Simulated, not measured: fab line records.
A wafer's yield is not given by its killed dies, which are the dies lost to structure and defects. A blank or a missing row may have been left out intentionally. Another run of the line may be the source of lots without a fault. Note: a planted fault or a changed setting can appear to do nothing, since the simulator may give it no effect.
Which tool did it? + flow gf180mcu + 14 lots, 42 wafers sampled, at 6 steps of a route of 602

WHAT THE GAUGES READ, wafer by wafer
GF_STI_THK_MEAS_02.
| lot  | measured    | on            | STI_OXIDATION_THK (nm) |
|------|-------------|---------------|------------------------|
| L663 | day 1 15:01 | film metro-04 | 9.96 9.87 9.98         |
| L665 | day 1 23:03 | film metro-04 | 10.03 9.91 10.03       |
| L666 | day 2 02:31 | film metro-04 | 10.04 10.03 10.08      |
| L667 | day 2 07:56 | film metro-01 | 10.33 10.31 10.15      |
| L669 | day 2 17:47 | film metro-04 | 9.94 10.10 9.93        |
| L670 | day 2 23:48 | film metro-01 | 9.84 9.87 9.60         |
| L674 | day 3 18:31 | film metro-01 | 10.01 9.80 10.18       |
| L678 | day 4 14:31 | film metro-04 | 10.17 9.94 10.10       |
| L679 | day 4 19:31 | film metro-01 | 10.00 10.12 10.04      |
| L682 | day 5 10:31 | film metro-01 | 10.10 10.08 10.12      |
| L683 | day 5 15:34 | film metro-03 | 10.36 10.09 9.88       |
| L684 | day 5 20:31 | film metro-01 | 9.89 9.94 10.16        |
| L685 | day 6 01:31 | film metro-03 | 9.80 9.93 9.87         |
| L686 | day 6 06:31 | film metro-04 | 9.79 9.77 9.71         |

GF_MVSD_OVL_MEAS_07.
| lot  | measured    | on         | MVSD_OVL (nm)  |
|------|-------------|------------|----------------|
| L663 | day 4 14:26 | overlay-02 | -1.4 0.1 -1.4  |
| L665 | day 4 23:06 | overlay-01 | -0.3 0.8 -1.2  |
| L666 | day 5 03:47 | overlay-01 | 0.9 1.2 2.2    |
| L667 | day 5 08:24 | overlay-02 | 1.0 1.2 1.3    |
| L669 | day 5 19:30 | overlay-02 | -0.8 0.1 0.8   |
| L670 | day 6 03:31 | overlay-01 | 1.8 0.9 2.5    |
| L674 | day 6 23:41 | overlay-02 | -0.3 -0.4 1.7  |
| L678 | day 7 23:52 | overlay-02 | 0.6 1.5 0.1    |
| L679 | day 8 07:08 | overlay-01 | -0.7 -0.4 1.1  |
| L682 | day 9 00:02 | overlay-01 | -0.7 -1.2 0.0  |
| L683 | day 9 05:02 | overlay-01 | -1.0 0.2 -0.2  |
| L684 | day 9 11:07 | overlay-02 | -0.5 -0.3 -2.7 |
| L685 | day 9 16:17 | overlay-01 | -1.4 0.7 -0.7  |
| L686 | day 9 21:56 | overlay-02 | -0.1 1.0 0.4   |

GF_MVPSD_OVL_MEAS_07.
| lot  | measured     | on         | MVPSD_OVL (nm) |
|------|--------------|------------|----------------|
| L663 | day 5 04:33  | overlay-01 | 1.7 -1.0 0.0   |
| L665 | day 5 13:33  | overlay-01 | -0.4 -0.9 -0.3 |
| L666 | day 5 18:18  | overlay-01 | 2.6 1.6 3.5    |
| L667 | day 5 23:21  | overlay-02 | -1.0 -0.9 -3.1 |
| L669 | day 6 11:05  | overlay-01 | -1.6 -4.2 -1.6 |
| L670 | day 6 18:36  | overlay-01 | -1.1 0.1 1.3   |
| L674 | day 7 15:45  | overlay-01 | -3.0 -0.3 -0.1 |
| L678 | day 8 16:41  | overlay-02 | -1.8 0.1 -1.0  |
| L679 | day 9 00:23  | overlay-01 | -3.0 -0.6 -1.0 |
| L682 | day 9 17:20  | overlay-02 | -1.4 -1.1 -1.1 |
| L683 | day 9 22:14  | overlay-01 | -1.6 -0.8 -2.3 |
| L684 | day 10 04:54 | overlay-02 | -0.5 1.7 0.6   |
| L685 | day 10 09:36 | overlay-02 | -0.7 -2.1 -0.9 |
| L686 | day 10 16:00 | overlay-02 | -0.6 -0.1 -0.3 |

GF_MVPSD_TW_MEAS_11.
| lot  | measured     | on            | MVPSD_TW    |
|------|--------------|---------------|-------------|
| L663 | day 5 04:59  | film metro-02 | 563 562 564 |
| L665 | day 5 14:00  | film metro-03 | 557 556 558 |
| L666 | day 5 18:44  | film metro-02 | 559 563 561 |
| L667 | day 5 23:48  | film metro-03 | 559 557 557 |
| L669 | day 6 11:32  | film metro-01 | 555 551 553 |
| L670 | day 6 19:02  | film metro-02 | 562 562 565 |
| L674 | day 7 16:11  | film metro-01 | 553 556 552 |
| L678 | day 8 17:08  | film metro-02 | 30 30 30    |
| L679 | day 9 00:49  | film metro-01 | 30 30 30    |
| L682 | day 9 17:47  | film metro-01 | 552 552 549 |
| L683 | day 9 22:40  | film metro-02 | 559 559 558 |
| L684 | day 10 05:20 | film metro-01 | 550 551 547 |
| L685 | day 10 10:02 | film metro-03 | 555 559 556 |
| L686 | day 10 16:26 | film metro-01 | 551 552 551 |

WHAT TOOL EACH LOT RAN ON (gives the tool, then ch and the chambers of the sampled wafers, and finally the start)
| lot  | GF_MVSD_STRIP_10                    | GF_MVPSD_STRIP_10                    |
|------|-------------------------------------|--------------------------------------|
| L663 | plasma asher-04 ch 0,1, day 4 14:46 | plasma asher-02 ch 0,1, day 5 04:53  |
| L665 | plasma asher-01 ch 0,1, day 4 23:26 | plasma asher-04 ch 0, day 5 13:53    |
| L666 | plasma asher-03 ch 0,1, day 5 04:07 | plasma asher-01 ch 0,1, day 5 18:38  |
| L667 | plasma asher-04 ch 0,1, day 5 08:45 | plasma asher-02 ch 0,1, day 5 23:42  |
| L669 | plasma asher-03 ch 0,1, day 5 19:50 | plasma asher-02 ch 0,1, day 6 11:26  |
| L670 | plasma asher-03 ch 0,1, day 6 03:50 | plasma asher-02 ch 0,1, day 6 18:56  |
| L674 | plasma asher-01 ch 0,1, day 7 00:01 | plasma asher-01 ch 0,1, day 7 16:05  |
| L678 | plasma asher-04 ch 0,1, day 8 00:11 | plasma asher-04 ch 0,1, day 8 17:01  |
| L679 | plasma asher-03 ch 0,1, day 8 07:29 | plasma asher-01 ch 0,1, day 9 00:43  |
| L682 | plasma asher-04 ch 0,1, day 9 00:22 | plasma asher-01 ch 0,1, day 9 17:41  |
| L683 | plasma asher-01 ch 0,1, day 9 05:22 | plasma asher-04 ch 0,1, day 9 22:34  |
| L684 | plasma asher-01 ch 0, day 9 11:26   | plasma asher-01 ch 0,1, day 10 05:14 |
| L685 | plasma asher-01 ch 0,1, day 9 16:37 | plasma asher-04 ch 0,1, day 10 09:56 |
| L686 | plasma asher-03 ch 0,1, day 9 22:17 | plasma asher-04 ch 0,1, day 10 16:20 |
- GF_MVSD_STRIP_10: strips in O2/N2.
- GF_MVPSD_STRIP_10: strips in O2/N2.

AS READ BY THE TOOLS THEMSELVES (means over the sampled wafers that have a number; for cases with no such wafer, the mark the record gives instead)
GF_MVSD_STRIP_10.
| lot  | tool            | chamber pressure mTorr (mTorr) | drypump motor current A (A) | heater power w (W) | oes product au (a.u.) | platen temp c (C) | strip time to endpoint s (s) |
|------|-----------------|--------------------------------|-----------------------------|--------------------|-----------------------|-------------------|------------------------------|
| L663 | plasma asher-04 | 1500.2                         | 5.0                         | 347                | 0.721                 | 249.92            | 36.97                        |
| L665 | plasma asher-01 | 1500.0                         | 5.3                         | 349                | 0.724                 | 250.02            | 37.07                        |
| L666 | plasma asher-03 | 1499.8                         | 5.7                         | 349                | 0.722                 | 249.99            | 36.87                        |
| L667 | plasma asher-04 | 1500.2                         | 5.0                         | 351                | 0.720                 | 250.10            | 37.11                        |
| L669 | plasma asher-03 | 1499.5                         | 5.7                         | 349                | 0.725                 | 249.83            | 36.86                        |
| L670 | plasma asher-03 | 1501.6                         | 5.6                         | 352                | 0.722                 | 250.05            | 36.83                        |
| L674 | plasma asher-01 | 1500.5                         | 5.3                         | 343                | 0.727                 | 250.08            | 36.97                        |
| L678 | plasma asher-04 | -                              | -                           | -                  | -                     | -                 | -                            |
| L679 | plasma asher-03 | -                              | -                           | -                  | -                     | -                 | -                            |
| L682 | plasma asher-04 | 1499.5                         | 5.0                         | 348                | 0.724                 | 249.87            | 36.92                        |
| L683 | plasma asher-01 | 1499.8                         | 5.2                         | 323                | 0.720                 | 250.11            | 36.91                        |
| L684 | plasma asher-01 | 1499.6                         | 5.1                         | 297                | 0.722                 | 250.14            | 36.81                        |
| L685 | plasma asher-01 | 1499.1                         | 5.2                         | 318                | 0.727                 | 250.04            | 36.94                        |
| L686 | plasma asher-03 | 1499.5                         | 5.6                         | 353                | 0.721                 | 250.03            | 36.86                        |

GF_MVPSD_STRIP_10.
| lot  | tool            | chamber pressure mTorr (mTorr) | drypump motor current A (A) | heater power w (W) | oes product au (a.u.) | platen temp c (C) | strip time to endpoint s (s) |
|------|-----------------|--------------------------------|-----------------------------|--------------------|-----------------------|-------------------|------------------------------|
| L663 | plasma asher-02 | 1500.5                         | 6.3                         | 350                | 0.719                 | 250.04            | 36.98                        |
| L665 | plasma asher-04 | 1500.0                         | 4.9                         | 334                | 0.724                 | 249.94            | 36.87                        |
| L666 | plasma asher-01 | 1500.8                         | 5.2                         | 318                | 0.728                 | 249.90            | 36.98                        |
| L667 | plasma asher-02 | 1499.4                         | 6.0                         | 344                | 0.726                 | 250.03            | 36.92                        |
| L669 | plasma asher-02 | 1499.7                         | 6.0                         | 340                | 0.720                 | 250.09            | 37.01                        |
| L670 | plasma asher-02 | 1499.7                         | 6.0                         | 346                | 0.728                 | 250.08            | 36.93                        |
| L674 | plasma asher-01 | 1498.9                         | 5.3                         | 345                | 0.720                 | 249.88            | 36.94                        |
| L678 | plasma asher-04 | 1499.6                         | 5.0                         | 359                | 0.741                 | 250.16            | 81.39                        |
| L679 | plasma asher-01 | 1499.8                         | 5.2                         | 314                | 0.739                 | 250.06            | 81.24                        |
| L682 | plasma asher-01 | 1499.3                         | 5.2                         | 321                | 0.725                 | 250.05            | 36.88                        |
| L683 | plasma asher-04 | 1500.7                         | 4.9                         | 352                | 0.724                 | 249.76            | 37.09                        |
| L684 | plasma asher-01 | 1500.6                         | 5.3                         | 348                | 0.724                 | 250.14            | 36.82                        |
| L685 | plasma asher-04 | 1500.5                         | 5.0                         | 350                | 0.721                 | 250.03            | 36.88                        |
| L686 | plasma asher-04 | 1499.7                         | 5.0                         | 364                | 0.725                 | 249.98            | 37.04                        |

THE ANSWER, worked out from the rows above alone
Rule: the lots themselves supply what counts as usual. The widest of any qualifying gaps counts: lots, ordered by their means at a reading, are off when they make up no more than a third of the lots, leave a main group of 4 or more, and stand apart from it by 3 or more times the standard deviation of that group's means. Not used: any main group whose means are identical at the precision the tables above print for the reading. A lot without any number at a reading at which 4 lots or more have one is off too. All remaining lots with rows at the step are treated as sound. After the gauges, taken in route order, come the tools' own readings; for these a lot's mean is taken, as printed above. The first step at which some lot is off is used, and at that step the reading that is off furthest; a lot without a number counts as furthest.
Off: L678, L679, seen at GF_MVPSD_TW_MEAS_11 (MVPSD_TW). The main group has a mean of 556 with a standard deviation of 4.5.
A tool fits if, at a process step before that reading, it ran every lot that is off, and no sound lot after the first of them. Not tried: the gauges at GF_MVPSD_TW_MEAS_11; whatever is off there is also off at GF_MVSD_STRIP_10, on other tools, and gauge error can't account for it. Of those tried, none fits.

WHAT WAS PUT IN BY THE SIMULATOR
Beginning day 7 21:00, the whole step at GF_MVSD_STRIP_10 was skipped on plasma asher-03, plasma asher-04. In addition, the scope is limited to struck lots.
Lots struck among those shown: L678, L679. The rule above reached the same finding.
